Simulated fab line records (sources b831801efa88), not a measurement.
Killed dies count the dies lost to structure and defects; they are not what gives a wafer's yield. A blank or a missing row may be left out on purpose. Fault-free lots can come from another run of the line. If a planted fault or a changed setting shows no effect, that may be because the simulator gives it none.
2 desks, one fault + flow gf180mcu + each desk has only its own numbers; what lay behind them comes last

== THE METROLOGY DESK ==
What the gauges read, lot by lot, whatever tool the lot ran on: means of the sampled wafers that have a number. The brackets show how far a lot's mean lies from the usual mean; more than 4 standard deviations puts the lot out of limits, marked OUT.
Columns: A = NSD_RS at GF_PSD_RS_MEAS_14, usual 46.15 ohm/sq; B = PSD_RS at GF_PSD_RS_MEAS_15, usual 108.63 ohm/sq; C = SAB_CVD_00_THK at GF_SAB_THK_MEAS_01, usual 50.0 nm; D = CONTACT_CVD_02_THK at GF_CONTACT_THK_MEAS_03, usual 860 nm
| lot  | first seen here | A               | B                 | C    | D   |
|------|-----------------|-----------------|-------------------|------|-----|
| L802 | day 14 04:17    | 46.26           | 108.69            | 50.3 | 858 |
| L803 | day 14 10:09    | 46.16           | 108.90            | 50.0 | 850 |
| L806 | day 15 15:17    | 46.10           | 108.40            | 50.4 | 877 |
| L807 | day 15 19:31    | 47.15 (+10) OUT | 111.21 (+8.6) OUT | 49.9 | 862 |
| L809 | day 16 17:23    | 47.12 (+10) OUT | 111.24 (+8.7) OUT | 50.1 | 862 |
| L810 | day 17 01:49    | 46.23           | 108.88            | 49.7 | 871 |
| L816 | day 19 11:34    | 46.19           | 108.87            | 49.9 | 858 |
| L817 | day 19 18:31    | 46.11           | 108.72            | 50.3 | 850 |
| L821 | day 21 03:29    | 46.11           | 108.71            | 49.4 | 865 |
| L823 | day 21 11:55    | 46.11           | 108.68            | 49.5 | 856 |
| L824 | day 22 01:13    | 46.12           | 108.31            | 50.3 | 844 |
| L825 | day 22 08:13    | 46.08           | 108.34            | 50.1 | 866 |
Finding of this desk: L807, L809 out of limits, first seen on L807 at day 15 19:31 (NSD_RS at GF_PSD_RS_MEAS_14). In limits: L802, L803, L806, L810, L816, L817, L821, L823, L824, L825.

== AT THE TOOL OWNER'S DESK: rtp anneal-01 ==
The tool's own readings at GF_PSD_RTA_13 (time 20 s): means of the sampled wafers that have a number, for each lot that ran on this tool. The brackets show how far a lot's mean lies from the usual mean; more than 4 standard deviations puts the lot out of limits, marked OUT.
Columns: A = chamber o2 ppm at GF_PSD_RTA_13, usual 1.999; B = lamp power pct at GF_PSD_RTA_13, usual 32.4 %; C = run length s at GF_PSD_RTA_13, usual 48.87 s; D = wafer_temp_C_max at GF_PSD_RTA_13, usual 1030
| lot  | first seen here | A     | B    | C               | D    |
|------|-----------------|-------|------|-----------------|------|
| L803 | day 14 10:04    | 2.025 | 33.3 | 49.00           | 1028 |
| L806 | day 15 15:11    | 1.990 | 33.3 | 49.33           | 1028 |
| L807 | day 15 19:26    | 2.007 | 33.2 | 45.10 (-13) OUT | 1027 |
| L809 | day 16 17:18    | 2.004 | 33.2 | 45.07 (-14) OUT | 1027 |
| L816 | day 19 11:29    | 1.975 | 33.3 | 49.09           | 1027 |
| L817 | day 19 18:26    | 1.988 | 33.3 | 49.15           | 1028 |
| L824 | day 22 01:08    | 1.992 | 33.3 | 48.92           | 1028 |
| L825 | day 22 08:07    | 1.988 | 33.3 | 48.94           | 1028 |
This desk finds L807, L809 out of limits, L807 being first, at day 15 19:26 (run length s at GF_PSD_RTA_13). In limits: L803, L806, L816, L817, L824, L825.

== TAKEN TOGETHER ==
The tool owner's desk had the chance to raise an alarm at day 15 19:26 on L807, L809.
An alarm was possible from the metrology desk at day 15 19:31, on L807, L809.
All the named lots went through GF_PSD_RTA_13 on rtp anneal-01.

== WHAT THE SIMULATOR PUT IN ==
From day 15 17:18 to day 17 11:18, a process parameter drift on rtp anneal-01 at GF_PSD_RTA_13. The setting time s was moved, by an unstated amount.
Shown lots that were struck: L807, L809.
Fault start to first reading out of limits, in hours, per desk: tool owner, 2; metrology, 2.
